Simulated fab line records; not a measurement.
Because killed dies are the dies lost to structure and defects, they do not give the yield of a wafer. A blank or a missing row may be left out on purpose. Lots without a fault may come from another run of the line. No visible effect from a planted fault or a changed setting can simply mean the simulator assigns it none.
One fault seen from 2 desks    flow sky130    only its own numbers are on each desk; what lay behind them is given at the end

THE METROLOGY DESK
What the gauges read for every lot (on any tool): the sampled wafers with a number, averaged. A lot is out of limits, marked OUT, if its mean lies more than 4 standard deviations from the usual mean; the brackets give that distance.
Columns: A = cd nm at SKY_SONOS_TUNNEL_CD_MEAS_07, usual 410.0 nm; B = POLY_CUT_OVL at SKY_POLY_CUT_OVL_MEAS_09, usual 1 nm
lot   first seen here  A      B
L414  day 12 07:31     412.2  5
L415  day 12 12:12     409.6  -4
L416  day 12 18:51     411.5  1
L417  day 13 06:27     408.9  4
L419  day 13 17:29     409.2  3
L423  day 14 22:52     410.6  2
L424  day 15 05:16     408.8  9
L429  day 16 16:05     409.2  0
L430  day 17 04:26     409.0  2
L431  day 17 06:38     410.7  -2
L432  day 17 21:33     414.3  0
L433  day 18 08:23     407.9  5
L435  day 18 22:34     410.4  4
Finding of this desk: none of the 13 lots has anything out of limits.

DESK OF THE TOOL OWNER: litho track-03
The tool's own readings at SKY_LDD_HVP_SOFTBAKE_03 (time 60 s): means of the sampled wafers that have a number, for each lot that ran on this tool. A lot is out of limits, marked OUT, if its mean lies more than 4 standard deviations from the usual mean; the brackets give that distance.
Columns: A = heater power total W at SKY_LDD_HVP_SOFTBAKE_03, usual 56.60 W; B = plate temp C at SKY_LDD_HVP_SOFTBAKE_03, usual 90.00 C
lot   first seen here  A                B
L417  day 22 21:01     56.60            90.09
L419  day 23 15:41     56.62            89.89
L423  day 25 03:55     57.41 (+16) OUT  90.82 (+6.3) OUT
L424  day 25 07:01     57.37 (+16) OUT  90.78 (+6.0) OUT
L435  day 28 18:34     56.61            89.94
This desk finds L423, L424 out of limits, L423 being first, at day 25 03:55 (heater power total W at SKY_LDD_HVP_SOFTBAKE_03). Within limits: L417, L419, L435.

PUT TOGETHER
On L423, L424, at day 25 03:55, an alarm was possible from the tool owner's desk.
At the metrology desk, nothing out of limits was observed.
The metrology desk has L423, L424 on record, within its limits.
The lots listed all ran SKY_LDD_HVP_SOFTBAKE_03 on litho track-03.

WHAT THE SIMULATOR HAD PUT IN
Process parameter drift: litho track-03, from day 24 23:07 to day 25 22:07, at SKY_LDD_HVP_SOFTBAKE_03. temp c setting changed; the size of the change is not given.
Shown lots that were struck: L423, L424.
Hours from the fault's start to each desk's first reading out of limits: the tool owner's desk, 5.
